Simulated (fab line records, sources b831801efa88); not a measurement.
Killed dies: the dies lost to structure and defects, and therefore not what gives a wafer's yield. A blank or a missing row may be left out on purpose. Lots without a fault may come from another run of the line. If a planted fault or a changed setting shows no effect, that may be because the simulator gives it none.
Which of the tools did it? | flow gf180mcu | 42 wafers from 14 lots sampled at 4 of the route's 602 steps

WHAT EACH GAUGE READ, for each wafer
GF_M1_RS_MEAS_05: uses a four-point probe to measure.
lot  | measured     | on            | M1_ALCU_RS (ohm/sq)
L665 | day 16 05:16 | film metro-02 | 0.0682 0.0685 0.0689
L667 | day 16 23:22 | film metro-04 | 0.0691 0.0701 0.0703
L668 | day 17 11:10 | film metro-04 | 0.0703 0.0715 0.0711
L671 | day 18 11:43 | film metro-03 | 0.0697 0.0697 0.0701
L672 | day 19 05:28 | film metro-04 | 0.0688 0.0685 0.0689
L673 | day 19 12:07 | film metro-04 | 0.0699 0.0702 0.0699
L674 | day 19 20:29 | film metro-04 | 0.0694 0.0698 0.0698
L675 | day 19 23:39 | film metro-02 | 0.0697 0.0701 0.0703
L677 | day 20 15:39 | film metro-02 | 0.0696 0.0698 0.0695
L679 | day 21 11:15 | film metro-04 | 0.0694 0.0696 0.0690
L681 | day 22 01:49 | film metro-04 | 0.0699 0.0695 0.0699
L682 | day 22 10:17 | film metro-02 | 0.0696 0.0698 0.0700
L683 | day 23 05:23 | film metro-02 | 0.0700 0.0706 0.0702
L688 | day 24 11:09 | film metro-04 | 0.0701 0.0695 0.0694

GF_M1_OVL_MEAS_15.
lot  | measured     | on         | M1_OVL (nm)
L665 | day 17 04:40 | overlay-02 | 3 4 3
L667 | day 17 22:43 | overlay-01 | 6 7 5
L668 | day 18 10:40 | overlay-01 | -4 4 -2
L671 | day 19 11:58 | overlay-01 | -8 0 7
L672 | day 20 05:58 | overlay-02 | 0 3 2
L673 | day 20 12:19 | overlay-02 | -15 -2 -6
L674 | day 20 21:04 | overlay-01 | 8 -1 -3
L675 | day 20 23:47 | overlay-02 | -4 -9 2
L677 | day 21 15:17 | overlay-01 | -2 -7 -6
L679 | day 22 11:08 | overlay-01 | 5 -3 1
L681 | day 23 00:38 | overlay-01 | 3 6 -3
L682 | day 23 08:31 | overlay-02 | -1 -1 -1
L683 | day 24 04:06 | overlay-02 | -7 2 1
L688 | day 25 09:34 | overlay-02 | 7 1 9

EACH LOT AND THE TOOL THAT RAN IT (in order: tool; ch and the chambers of the sampled wafers; start)
lot  | GF_STI_WET_ETCH_26             | GF_PSD_RTA_13
L665 | wet bench-03 ch 2, day 2 04:40 | rtp anneal-01 ch 0, day 14 05:58
L667 | wet bench-04 ch 2, day 2 15:35 | rtp anneal-02 ch 0, day 15 00:12
L668 | wet bench-03 ch 0, day 2 20:01 | rtp anneal-01 ch 0, day 15 11:37
L671 | wet bench-03 ch 1, day 3 11:56 | rtp anneal-02 ch 0, day 16 10:16
L672 | wet bench-01 ch 1, day 3 21:33 | rtp anneal-02 ch 0, day 17 02:26
L673 | wet bench-04 ch 2, day 3 23:03 | rtp anneal-01 ch 0, day 17 08:44
L674 | wet bench-03 ch 0, day 4 02:37 | rtp anneal-02 ch 0, day 17 17:08
L675 | wet bench-03 ch 0, day 4 06:55 | rtp anneal-02 ch 0, day 17 21:05
L677 | wet bench-04 ch 3, day 4 17:58 | rtp anneal-02 ch 0, day 18 11:58
L679 | wet bench-01 ch 1, day 5 03:28 | rtp anneal-01 ch 0, day 19 08:07
L681 | wet bench-03 ch 1, day 5 13:23 | rtp anneal-02 ch 0, day 19 22:59
L682 | wet bench-03 ch 3, day 5 19:17 | rtp anneal-02 ch 0, day 20 07:30
L683 | wet bench-03 ch 1, day 6 04:40 | rtp anneal-01 ch 0, day 21 02:42
L688 | wet bench-01 ch 3, day 7 01:29 | rtp anneal-02 ch 0, day 22 11:03
- GF_STI_WET_ETCH_26: etches SiO2 in dHF, target depth 94 nm, time 188 s.
- GF_PSD_RTA_13: time 20 s.

WHAT THE TOOLS THEMSELVES READ (means of the sampled wafers that have a number; where no wafer has one, the mark that the record gives instead)
GF_STI_WET_ETCH_26.
lot  | tool         | run length s (s)
L665 | wet bench-03 | 214
L667 | wet bench-04 | 215
L668 | wet bench-03 | 214
L671 | wet bench-03 | 215
L672 | wet bench-01 | 220
L673 | wet bench-04 | 214
L674 | wet bench-03 | 222
L675 | wet bench-03 | 221
L677 | wet bench-04 | 214
L679 | wet bench-01 | 212
L681 | wet bench-03 | 222
L682 | wet bench-03 | 53
L683 | wet bench-03 | 53
L688 | wet bench-01 | 214

GF_PSD_RTA_13.
lot  | tool          | lamp power pct (%) | wafer_temp_C_max
L665 | rtp anneal-01 | 40.0               | 1029.7
L667 | rtp anneal-02 | 38.1               | 1030.3
L668 | rtp anneal-01 | 40.0               | 1029.8
L671 | rtp anneal-02 | 38.1               | 1029.4
L672 | rtp anneal-02 | 38.1               | 1030.2
L673 | rtp anneal-01 | 40.0               | 1030.1
L674 | rtp anneal-02 | 38.1               | 1030.0
L675 | rtp anneal-02 | 38.1               | 1029.3
L677 | rtp anneal-02 | 38.1               | 1030.5
L679 | rtp anneal-01 | 40.0               | 1031.3
L681 | rtp anneal-02 | 38.0               | 1030.1
L682 | rtp anneal-02 | 38.1               | 1030.6
L683 | rtp anneal-01 | 40.0               | 1029.4
L688 | rtp anneal-02 | 38.1               | 1030.2

THE ANSWER, worked out from the rows above alone
Rule: the lots themselves supply what counts as usual. Put in order of their means at a reading, lots are off if they are a third of the lots or fewer, leave a main group of 4 or more, and stand apart from it by a gap of 3 or more times the standard deviation of the main group's means; of several such gaps the widest counts. A main group whose means are all the same, to the digits that the tables above print for the reading, isn't used. Also off: a lot with no number at a reading for which 4 or more lots have one. All remaining lots with rows at the step are treated as sound. Order of review: gauges by route order, followed by the tools' own readings, for which a lot's mean as printed above is used. At the first step where some lot is off, the reading lying furthest off is the one used; lots without a number count as furthest.
Off: L682, L683 (GF_STI_WET_ETCH_26, run length s). Main group: mean 216 s, sd 3.5.
If a tool, at that step or one of the process steps before it, ran each lot that is off and ran no sound lot following the first of them, it fits. One candidate fits, namely wet bench-03 at GF_STI_WET_ETCH_26. Its last sound lot is L681 (day 5 13:23), its first lot that is off L682 (day 5 19:17): a fault that began between those two fits.
The tool's own readings at GF_STI_WET_ETCH_26 bear it out: on the lots that are off they differ by more than 5 times the standard deviation of the sound lots' means. run length s reads 53 s there against 216 s on the sound lots.

WHAT THE SIMULATOR HAD PUT IN
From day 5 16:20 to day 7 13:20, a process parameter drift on wet bench-03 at GF_STI_WET_ETCH_26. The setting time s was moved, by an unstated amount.
Struck lots among those shown: L682, L683. The rule given above showed the same thing.
